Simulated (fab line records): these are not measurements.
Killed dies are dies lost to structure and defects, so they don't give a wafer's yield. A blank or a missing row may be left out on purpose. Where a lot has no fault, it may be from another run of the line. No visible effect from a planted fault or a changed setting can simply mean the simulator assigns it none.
fab line records	flow gf180mcu	part 1 of 2: steps 1 to 32 of 43
record: lots: 5	wafers: 15	lastDay: 34
route steps=602 shown STI@7 DNWELL@32 NWELL@42
lots with no fault: from the same line, run without faults
startH: hours from the record's first day to the start of the lot's first wafer shown	waitH: time in hours since the lot's previous step	" unchanged from the row above	L1.1+2: a row that stands for several wafers	- no value, or no start was given	* or withheld: withheld	< > ~ a bound
route shown NAME@n: a module of which the file shows steps, and the number in the route of the first	usual: mean/standard deviation of fault-free wafers	same: alike in all rows	chamber/n: place in a boat	sites: readings site by site	_std_site: standard deviation of those values	_edge_site: inner sites' mean taken away from outer sites' mean	radiusMm: how far each site lies from the wafer's centre	mask NAME#n: copy n	behind: the most recent tool/chamber to have shaped the wafer	hold: why the lot went on hold/how many hours it stayed there/how the hold came to an end	device: transistor that didn't switch, given as n, p or np	end of line: tests run on the same wafers once the route is complete	step lacking rows: just its recipe	killed: count of dies lost to structure and defects at first sort (not the wafer's yield)	map: dies across one wafer; x = killed, . = not, _ = none there
set.NAME: the setting as run; set.NAME@STEP: as run at that earlier step	model.NAME: the simulator's own value behind a step, which no gauge read
lots seen at some steps along the route; tables by step, rows by wafer
services: the hour from which a tool's chamber was out of use, counted from the record's first day as startH (under 0 if before that day), plus the number of hours and why
== steps ==
step: GF_STI_HMDS_06
recipe: primeTimeS: 60	primeTempC: 120
lot.wafer	tool	chamber	startH	waitH
L081.4+5+6	lithoTrack-02	0	55.22	0.1
L084.3+5+6	lithoTrack-03	0	71.76	0.1
L089.2+3+6	lithoTrack-04	0	95.47	0.1
L094.1+2+3	lithoTrack-02	0	120.74	0.1
L096.1+4+6	lithoTrack-04	0	130.99	0.1
step: GF_STI_COAT_07
recipe: resist: KrF	spinRpm: withheld	resistThkNm: 700
usual: dispensePressureKPa: 50.9/1.4
lot.wafer	tool	chamber	startH	waitH	dispensePressureKPa
L081.4	lithoTrack-02	0	55.37	0.1	53.2
L081.5	"	0	"	"	53.2
L081.6	"	0	"	"	53.1
L084.3	lithoTrack-03	0	71.91	0.1	50.4
L084.5	"	0	"	"	50.4
L084.6	"	0	"	"	50.4
L089.2	lithoTrack-04	0	95.62	0.1	49.8
L089.3	"	0	"	"	49.8
L089.6	"	0	"	"	49.8
L094.1	lithoTrack-02	0	120.89	0.1	53.1
L094.2	"	0	"	"	53.1
L094.3	"	0	"	"	53.1
L096.1	lithoTrack-04	0	131.14	0.1	49.7
L096.4	"	0	"	"	49.7
L096.6	"	0	"	"	49.7
step: GF_STI_SOFTBAKE_08
recipe: tempC: 130	timeS: 60	resist: KrF
lot.wafer	tool	chamber	startH	waitH
L081.4+5+6	lithoTrack-02	0	55.52	0.1
L084.3+5+6	lithoTrack-03	0	72.06	0.1
L089.2+3+6	lithoTrack-04	0	95.77	0.1
L094.1+2+3	lithoTrack-02	0	121.04	0.1
L096.1+4+6	lithoTrack-04	0	131.29	0.1
step: GF_STI_EXPOSE_09
recipe: maskId: COMP	targetCdNm: 220	na: 0.68	sourceShape: conventional	sigmaOuter: 0.6	doseMj: 28
lot.wafer	tool	chamber	startH	waitH	mask
L081.4+5+6	krfScanner-02	0	-	-	COMP#0
L084.3+5+6	krfScanner-01	0	-	-	COMP#0
L089.2+3+6	krfScanner-01	0	-	-	COMP#0
L094.1+2+3	krfScanner-02	0	-	-	COMP#0
L096.1+4+6	krfScanner-01	0	-	-	COMP#0
step: GF_STI_PEB_10
recipe: pebTempC: 135	pebTimeS: 90	resist: KrF
lot.wafer	tool	chamber	startH	waitH
L081.4+5+6	lithoTrack-03	0	-	-
L084.3+5+6	lithoTrack-03	0	-	-
L089.2+3+6	lithoTrack-03	0	-	-
L094.1+2+3	lithoTrack-03	0	-	-
L096.1+4+6	lithoTrack-03	0	-	-
step: GF_STI_DEVELOP_11
recipe: developTimeS: 60	devTempC: 21
lot.wafer	tool	chamber	startH	waitH
L081.4+5+6	lithoTrack-03	0	61.33	0.1
L084.3+5+6	lithoTrack-03	0	79.06	0.1
L089.2+3+6	lithoTrack-03	0	102.98	0.2
L094.1+2+3	lithoTrack-03	0	128.06	0.2
L096.1+4+6	lithoTrack-03	0	138.71	0.2
step: GF_STI_CD_MEAS_12
recipe: targetCdNm: 220
usual: cdNm: 219.8/1.1
lot.wafer	tool	chamber	startH	waitH	cdNm
L081.4	cdSem-02	-	61.47	0.1	219.1
L081.5	"	-	"	"	219.0
L081.6	"	-	"	"	218.8
L084.3	cdSem-02	-	79.20	0.1	217.4
L084.5	"	-	"	"	218.7
L084.6	"	-	"	"	217.9
L089.2	cdSem-01	-	103.13	0.1	220.9
L089.3	"	-	"	"	220.3
L089.6	"	-	"	"	219.7
L094.1	cdSem-02	-	128.21	0.1	219.9
L094.2	"	-	"	"	220.8
L094.3	"	-	"	"	218.8
L096.1	cdSem-02	-	138.86	0.1	219.0
L096.4	"	-	"	"	219.9
L096.6	"	-	"	"	218.9
step: GF_STI_ETCH_13
recipe: chemistry: CHF3/O2	stopOn: Si	overEtchFrac: 0.3	targetDepthA: 2823.1	sourceW: 600	biasW: 200	pressureMtorr: 40	chf3FlowSccm: 50	O2_flow_sccm: 5	timeS: 112.9
usual: chamberPressureMTorr: 39.99/0.036	chf3FlowSccm: 50.00/0.14	drypumpMotorCurrentA: 5.6/0.32	oesProductAu: 0.834/0.0058	throttleValvePct: 8.811/0.01
lot.wafer	tool	chamber	startH	waitH	chamberPressureMTorr	chf3FlowSccm	drypumpMotorCurrentA	oesProductAu	rfHoursCounterH	throttleValvePct
L081.4	rieDiel-01	0	61.53	0.0	39.97	49.91	6.1	0.840	110	8.806
L081.5	"	0	"	"	40.07	49.93	6.1	0.842	-	8.811
L081.6	"	1	"	"	39.98	49.85	5.9	0.840	-	8.821
L084.3	rieDiel-04	3	79.28	0.1	40.04	49.99	5.5	0.840	137	8.808
L084.5	"	3	"	"	40.04	49.93	5.6	0.840	-	8.803
L084.6	"	0	"	"	40.02	49.88	5.4	0.835	-	8.815
L089.2	rieDiel-04	3	103.23	0.1	40.02	49.79	5.5	0.826	138	8.811
L089.3	"	2	"	"	39.99	49.85	5.6	0.840	5	8.824
L089.6	"	3	"	"	39.96	49.86	5.5	0.844	-	8.800
L094.1	rieDiel-04	1	128.33	0.1	39.99	50.25	5.1	0.825	4	8.811
L094.2	"	0	"	"	39.95	50.09	5.4	0.831	99	8.803
L094.3	"	3	"	"	40.03	49.87	5.6	0.840	139	8.826
L096.1	rieDiel-03	2	138.98	0.1	39.95	49.92	5.5	0.824	103	8.817
L096.4	"	1	"	"	39.93	49.91	6.2	0.834	122	8.820
L096.6	"	2	"	"	39.96	49.93	5.5	0.834	-	8.810
step: GF_STI_ETCH_14
recipe: target: Si	chemistry: HBr/Cl2/O2	targetDepthNm: 360	icpW: 600	biasW: 150	pressureMtorr: 15	HBr_flow_sccm: 150	Cl2_flow_sccm: 40	O2_flow_sccm: 6	timeS: 102.9
usual: chamberPressureMTorr: 15.000/0.013	drypumpMotorCurrentA: 5.6/0.51	oesProductAu: 0.996/0.0079	throttleValvePct: 25.658/0.0094
lot.wafer	tool	chamber	startH	waitH	chamberPressureMTorr	drypumpMotorCurrentA	oesProductAu	rfHoursCounterH	throttleValvePct
L081.4	rieSi-02	3	61.61	0.0	14.999	6.1	0.996	36	25.652
L081.5	"	2	"	"	14.975	6.5	0.992	-	25.664
L081.6	"	3	"	"	15.014	6.1	0.994	-	25.662
L084.3	rieSi-01	0	79.36	0.0	14.988	5.3	0.995	2	25.654
L084.5	"	3	"	"	15.016	5.7	1.004	-	25.642
L084.6	"	0	"	"	14.994	5.4	0.997	-	25.661
L089.2	rieSi-02	1	103.31	0.0	15.003	5.2	1.000	28	25.663
L089.3	"	3	"	"	15.004	6.0	0.994	36	25.653
L089.6	"	1	"	"	14.979	5.2	1.003	-	25.665
L094.1	rieSi-02	2	128.41	0.0	14.991	6.5	0.994	17	25.660
L094.2	"	0	"	"	15.002	6.1	0.986	107	25.664
L094.3	"	3	"	"	15.019	6.1	0.995	37	25.661
L096.1	rieSi-01	0	139.06	0.0	14.985	5.3	0.998	2	25.652
L096.4	"	3	"	"	15.020	5.7	0.993	0	25.659
L096.6	"	2	"	"	14.993	4.8	0.993	-	25.653
step: GF_STI_STRIP_15
recipe: chemistry: O2/N2	powerW: 1400	pressureMtorr: 1500	platenTempC: 250	o2FlowSccm: 3000	n2FlowSccm: 300	overashFraction: 0.5
usual: chamberPressureMTorr: 1500.0/1.4	drypumpMotorCurrentA: 6.24/0.22	heaterPowerW: 345/31	oesProductAu: 0.385/0.0044	platenTempC: 249.98/0.21	stripTimeToEndpointS: 3.76/0.036
lot.wafer	tool	chamber	startH	waitH	chamberPressureMTorr	drypumpMotorCurrentA	heaterPowerW	oesProductAu	platenTempC	rfHoursCounterH	stripTimeToEndpointS
L081.4	plasmaAsher-03	0	61.72	0.1	1500.8	5.89	330	0.391	249.97	-	3.82
L081.5	"	0	"	"	1500.0	5.90	338	0.388	250.16	-	3.77
L081.6	"	1	"	"	1502.0	6.24	297	0.391	250.14	-	3.78
L084.3	plasmaAsher-02	1	79.46	0.1	1502.3	6.62	371	0.384	249.85	-	3.74
L084.5	"	1	"	"	1500.6	6.63	379	0.385	250.10	-	3.68
L084.6	"	0	"	"	1497.7	6.08	323	0.380	250.37	-	3.72
L089.2	plasmaAsher-03	1	103.38	0.0	1500.6	6.25	293	0.385	249.86	44	3.76
L089.3	"	0	"	"	1499.8	5.94	340	0.388	250.20	-	3.80
L089.6	"	1	"	"	1498.7	6.26	291	0.380	250.10	-	3.74
L094.1	plasmaAsher-02	0	128.48	0.0	1499.4	6.05	318	0.390	250.08	47	3.77
L094.2	"	1	"	"	1502.3	6.67	385	0.386	250.18	47	3.73
L094.3	"	1	"	"	1501.6	6.61	380	0.385	249.83	-	3.70
L096.1	plasmaAsher-03	1	139.13	0.0	1498.4	6.23	294	0.388	250.17	2	3.83
L096.4	"	0	"	"	1500.1	5.91	360	0.376	250.11	-	3.78
L096.6	"	0	"	"	1499.4	5.92	369	0.386	250.14	-	3.76
step: GF_STI_CLEAN_16
recipe: chemistry: dHF	timeS: 25	dilution: 100:1
lot.wafer	tool	chamber	startH	waitH
L081.4+5+6	wetBench-04	3	61.78	0.0
L084.3+5+6	wetBench-04	1	79.53	0.0
L089.2+3+6	wetBench-02	0	103.48	0.1
L094.1+2+3	wetBench-04	0	128.58	0.1
L096.1+4+6	wetBench-04	3	139.23	0.1
step: GF_STI_WET_ETCH_17
recipe: chemistry: H3PO4	targetDepthNm: 45	tempC: 160	target: Si3N4	timeS: 514
lot.wafer	tool	chamber	startH	waitH
L081.4+5+6	wetBench-04	1	61.80	0.0
L084.3+5+6	wetBench-03	2	79.55	0.0
L089.2+3+6	wetBench-03	2	103.50	0.0
L094.1+2+3	wetBench-03	2	128.60	0.0
L096.1+4+6	wetBench-03	3	139.25	0.0
step: GF_STI_CLEAN_18
recipe: chemistry: SC1/SC2	mix: 1:4:20	tempC: 70	timeS: 150
lot.wafer	tool	chamber	startH	waitH
L081.4+5+6	wetBench-04	3	61.96	0.0
L084.3+5+6	wetBench-02	3	79.71	0.0
L089.2+3+6	wetBench-04	2	103.66	0.0
L094.1+2+3	wetBench-02	3	128.76	0.0
L096.1+4+6	wetBench-04	1	139.41	0.0
step: GF_STI_CLEAN_19
recipe: chemistry: dHF	timeS: 20	dilution: 100:1
lot.wafer	tool	chamber	startH	waitH
L081.4+5+6	wetBench-03	1	62.02	0.0
L084.3+5+6	wetBench-04	1	79.76	0.0
L089.2+3+6	wetBench-02	2	103.71	0.0
L094.1+2+3	wetBench-04	0	128.82	0.0
L096.1+4+6	wetBench-02	0	139.47	0.0
step: GF_STI_WET_ETCH_20
recipe: chemistry: dHF	dilution: 100:1	targetDepthNm: 20	tempC: 25	dry: ipaMarangoni	target: SiO2	timeS: 400
lot.wafer	tool	chamber	startH	waitH
L081.4+5+6	wetBench-04	2	62.03	0.0
L084.3+5+6	wetBench-03	2	79.78	0.0
L089.2+3+6	wetBench-03	0	103.73	0.0
L094.1+2+3	wetBench-03	3	128.83	0.0
L096.1+4+6	wetBench-03	1	139.48	0.0
step: GF_STI_OXIDATION_21
recipe: tempC: 1000	ambient: O2	stabiliseS: 600	purgeS: 300	targetThkA: 150	oxTimeS: 458
usual: spikeTcBottomC: 1017/3	zonePowerCentrePct: 25.4/0.31
lot.wafer	tool	chamber	startH	waitH	spikeTcBottomC	zonePowerCentrePct
L081.4	furnace-01	0	62.54	0.4	1014	25.9
L081.5	"	0	"	"	1012	25.2
L081.6	"	0	"	"	1013	25.6
L084.3	furnace-02	0	79.91	0.0	1021	25.2
L084.5	"	0	"	"	1022	25.3
L084.6	"	0	"	"	1019	25.4
L089.2	furnace-02	0	103.86	0.0	1020	24.7
L089.3	"	0	"	"	1018	24.8
L089.6	"	0	"	"	1019	25.1
L094.1	furnace-02	0	129.87	0.9	1020	25.5
L094.2	"	0	"	"	1020	25.3
L094.3	"	0	"	"	1019	25.4
L096.1	furnace-02	0	141.79	2.2	1021	25.7
L096.4	"	0	"	"	1018	25.1
L096.6	"	0	"	"	1022	24.9
step: GF_STI_THK_MEAS_22
recipe: reads: SiO2_of_STI_OXIDATION_21
usual: STI_OXIDATION_01_THK: 15.07/0.27
lot.wafer	tool	chamber	startH	waitH	STI_OXIDATION_01_THK[nm]
L081.4	filmMetro-01	-	63.70	0.0	15.05
L081.5	"	-	"	"	15.30
L081.6	"	-	"	"	15.21
L084.3	filmMetro-02	-	81.05	0.0	14.82
L084.5	"	-	"	"	14.89
L084.6	"	-	"	"	14.74
L089.2	filmMetro-01	-	104.99	0.0	15.15
L089.3	"	-	"	"	15.23
L089.6	"	-	"	"	15.04
L094.1	filmMetro-02	-	131.00	0.0	15.27
L094.2	"	-	"	"	15.29
L094.3	"	-	"	"	15.19
L096.1	filmMetro-02	-	142.91	0.0	15.18
L096.4	"	-	"	"	15.44
L096.6	"	-	"	"	15.22
step: GF_STI_CVD_23
recipe: material: SiO2	targetThkNm: 650	sigmaOpenFrac: 0.3	timeS: 108.3	tempC: 600	sih4FlowSccm: 60	pressureMtorr: 6
lot.wafer	tool	chamber	startH	waitH
L081.4+5+6	hdpcvd-01	0,2,1	63.77	0.1
L084.3+5+6	hdpcvd-02	0,2,0	81.09	0.0
L089.2+3+6	hdpcvd-01	1,0,0	105.04	0.0
L094.1+2+3	hdpcvd-02	2,0,1	131.06	0.1
L096.1+4+6	hdpcvd-01	0,1,2	142.97	0.1
step: GF_STI_THK_MEAS_24
recipe: reads: SiO2_of_STI_CVD_23
usual: STI_CVD_23_THK: 650/5.1
lot.wafer	tool	chamber	startH	waitH	STI_CVD_23_THK[nm]
L081.4	filmMetro-03	-	63.83	0.0	646
L081.5	"	-	"	"	645
L081.6	"	-	"	"	645
L084.3	filmMetro-03	-	81.19	0.1	644
L084.5	"	-	"	"	643
L084.6	"	-	"	"	640
L089.2	filmMetro-02	-	105.25	0.2	647
L089.3	"	-	"	"	643
L089.6	"	-	"	"	646
L094.1	filmMetro-03	-	131.13	0.0	658
L094.2	"	-	"	"	660
L094.3	"	-	"	"	663
L096.1	filmMetro-03	-	143.05	0.0	654
L096.4	"	-	"	"	656
L096.6	"	-	"	"	654
step: GF_STI_CMP_25
recipe: stopOn: Si3N4	tOverpolishS: 33	downForcePsi: 4	platenRpm: 60	targetThkNm: 524.6	padVelocityMS: 0.94248
usual: motorCurrentA: 12.5/1.7	overpolishRunS: 32.998/0.0093	timeToEndpointS: 123/5.2
lot.wafer	tool	chamber	startH	waitH	motorCurrentA	overpolishRunS	timeToEndpointS
L081.4	cmp-02	2	63.96	0.1	15.3	32.979	129
L081.5	"	0	"	"	13.8	32.996	130
L081.6	"	1	"	"	10.2	32.995	131
L084.3	cmp-02	0	81.38	0.2	14.0	32.989	117
L084.6	"	1	"	"	9.8	32.983	121
L084.5	"	2	"	"	13.6	33.003	117
L089.2	cmp-01	1	105.35	0.1	11.8	32.988	126
L089.3	"	0	"	"	9.8	33.005	123
L089.6	"	2	"	"	12.4	33.001	122
L094.3	cmp-02	1	131.19	0.0	10.3	33.009	121
L094.2	"	3	"	"	11.6	33.004	121
L094.1	"	0	"	"	13.6	32.981	119
L096.4	cmp-02	2	143.40	0.3	15.2	32.999	118
L096.1	"	3	"	"	12.8	32.988	117
L096.6	"	1	"	"	10.3	32.990	121
step: GF_STI_WET_ETCH_26
recipe: chemistry: dHF	targetDepthNm: 94	target: SiO2	tempC: 25	dilution: 10:1	timeS: 188
lot.wafer	tool	chamber	startH	waitH
L081.4+5+6	wetBench-03	3	64.16	0.1
L084.3+5+6	wetBench-03	3	81.53	0.1
L089.2+3+6	wetBench-04	0	105.65	0.2
L094.1+2+3	wetBench-03	1	131.49	0.1
L096.1+4+6	wetBench-03	3	143.60	0.1
step: GF_STI_WET_ETCH_27
recipe: chemistry: H3PO4	targetDepthNm: 160	target: Si3N4	tempC: 160	timeS: 1825
lot.wafer	tool	chamber	startH	waitH
L081.4+5+6	wetBench-04	0	64.23	0.0
L084.3+5+6	wetBench-02	0	81.60	0.0
L089.2+3+6	wetBench-02	3	105.71	0.0
L094.1+2+3	wetBench-02	0	131.56	0.0
L096.1+4+6	wetBench-04	2	143.66	0.0
step: GF_STI_WET_ETCH_28
recipe: chemistry: dHF	targetDepthNm: 20	dry: ipaMarangoni	target: SiO2	tempC: 25	dilution: 10:1	timeS: 40
lot.wafer	tool	chamber	startH	waitH
L081.4+5+6	wetBench-03	3	64.79	0.0
L084.3+5+6	wetBench-04	2	82.11	0.0
L089.2+3+6	wetBench-03	1	106.23	0.0
L094.1+2+3	wetBench-04	2	132.12	0.0
L096.1+4+6	wetBench-03	3	144.22	0.0
step: GF_STI_OXIDATION_29
recipe: tempC: 900	ambient: O2	stabiliseS: 600	purgeS: 300	targetThkA: 100	oxTimeS: 1418
usual: spikeTcBottomC: 915.7/2.7	zonePowerCentrePct: 20.23/0.24
lot.wafer	tool	chamber	startH	waitH	spikeTcBottomC	zonePowerCentrePct
L081.4	furnace-01	0	65.07	0.3	915.6	20.21
L081.5	"	0	"	"	914.3	20.01
L081.6	"	0	"	"	912.9	19.94
L084.3	furnace-01	0	82.13	0.0	914.9	20.36
L084.5	"	0	"	"	915.6	20.54
L084.6	"	0	"	"	914.7	20.31
L089.2	furnace-02	0	106.25	0.0	918.1	20.25
L089.3	"	0	"	"	919.8	19.86
L089.6	"	0	"	"	918.2	20.02
L094.1	furnace-01	0	132.14	0.0	914.3	20.54
L094.2	"	0	"	"	914.4	20.21
L094.3	"	0	"	"	915.2	20.12
L096.1	furnace-01	0	144.24	0.0	913.2	20.50
L096.4	"	0	"	"	912.4	20.14
L096.6	"	0	"	"	913.7	20.18
step: GF_STI_THK_MEAS_30
recipe: reads: SiO2_of_STI_OXIDATION_29
usual: STI_OXIDATION_02_THK: 10.01/0.15
lot.wafer	tool	chamber	startH	waitH	STI_OXIDATION_02_THK[nm]
L081.4	filmMetro-02	-	66.50	0.0	9.91
L081.5	"	-	"	"	9.93
L081.6	"	-	"	"	10.04
L084.3	filmMetro-01	-	83.55	0.0	10.34
L084.5	"	-	"	"	10.20
L084.6	"	-	"	"	10.12
L089.2	filmMetro-02	-	107.65	0.0	10.27
L089.3	"	-	"	"	10.21
L089.6	"	-	"	"	9.96
L094.1	filmMetro-03	-	133.53	0.0	9.88
L094.2	"	-	"	"	10.05
L094.3	"	-	"	"	9.91
L096.1	filmMetro-03	-	145.63	0.0	9.85
L096.4	"	-	"	"	9.90
L096.6	"	-	"	"	9.99
step: GF_DNWELL_DEHYDRATE_00
recipe: tempC: 200	timeS: 60
lot.wafer	tool	chamber	startH	waitH
L081.4+5+6	lithoTrack-01	0	72.77	6.3
L084.3+5+6	lithoTrack-01	0	89.49	5.9
L089.2+3+6	lithoTrack-02	0	114.62	7.0
L094.1+2+3	lithoTrack-02	0	140.54	7.0
L096.1+4+6	lithoTrack-02	0	152.59	6.9
step: GF_DNWELL_HMDS_01
recipe: primeTimeS: 60	primeTempC: 120
lot.wafer	tool	chamber	startH	waitH
L081.4+5+6	lithoTrack-01	0	72.92	0.1
L084.3+5+6	lithoTrack-01	0	89.64	0.1
L089.2+3+6	lithoTrack-02	0	114.77	0.1
L094.1+2+3	lithoTrack-02	0	140.69	0.1
L096.1+4+6	lithoTrack-02	0	152.74	0.1
step: GF_DNWELL_COAT_02
recipe: spinRpm: 2000	resistThkNm: 3000
usual: dispensePressureKPa: 52.6/1
lot.wafer	tool	chamber	startH	waitH	dispensePressureKPa
L081.4	lithoTrack-01	0	73.07	0.1	53.0
L081.5	"	0	"	"	53.0
L081.6	"	0	"	"	53.0
L084.3	lithoTrack-01	0	89.79	0.1	53.0
L084.5	"	0	"	"	53.0
L084.6	"	0	"	"	53.0
L089.2	lithoTrack-02	0	114.92	0.1	53.2
L089.3	"	0	"	"	53.2
L089.6	"	0	"	"	53.3
L094.1	lithoTrack-02	0	140.84	0.1	53.2
L094.2	"	0	"	"	53.2
L094.3	"	0	"	"	53.2
L096.1	lithoTrack-02	0	152.89	0.1	53.2
L096.4	"	0	"	"	53.2
L096.6	"	0	"	"	53.2
step: GF_DNWELL_SOFTBAKE_03
recipe: tempC: 110	timeS: withheld
lot.wafer	tool	chamber	startH	waitH
L081.4+5+6	lithoTrack-01	0	73.24	0.1
L084.3+5+6	lithoTrack-01	0	89.96	0.1
L089.2+3+6	lithoTrack-02	0	115.08	0.1
L094.1+2+3	lithoTrack-02	0	140.99	0.1
L096.1+4+6	lithoTrack-02	0	153.04	0.1
step: GF_DNWELL_EXPOSE_04
recipe: maskId: DNWELL	targetCdNm: 1700	na: 0.6	sourceShape: conventional	sigmaOuter: 0.6	doseMj: 260
lot.wafer	tool	chamber	startH	waitH	mask
L081.4+5+6	ilineStepper-01	0	-	-	DNWELL#0
L084.3+5+6	ilineStepper-01	0	-	-	DNWELL#0
L089.2+3+6	ilineStepper-02	0	-	-	DNWELL#0
L094.1+2+3	ilineStepper-01	0	-	-	DNWELL#0
L096.1+4+6	ilineStepper-02	0	-	-	DNWELL#0
step: GF_DNWELL_PEB_05
recipe: tempC: 115	timeS: withheld
lot.wafer	tool	chamber	startH	waitH
L081.4+5+6	lithoTrack-03	0	-	-
L084.3+5+6	lithoTrack-03	0	-	-
L089.2+3+6	lithoTrack-03	0	-	-
L094.1+2+3	lithoTrack-03	0	-	-
L096.1+4+6	lithoTrack-01	0	-	-
step: GF_DNWELL_DEVELOP_06
recipe: wallAngleDeg: 90	developTimeS: 60	devTempC: 23
lot.wafer	tool	chamber	startH	waitH
L081.4+5+6	lithoTrack-03	0	-	-
L084.3+5+6	lithoTrack-03	0	-	-
L089.2+3+6	lithoTrack-03	0	-	-
L094.1+2+3	lithoTrack-03	0	-	-
L096.1+4+6	lithoTrack-01	0	-	-
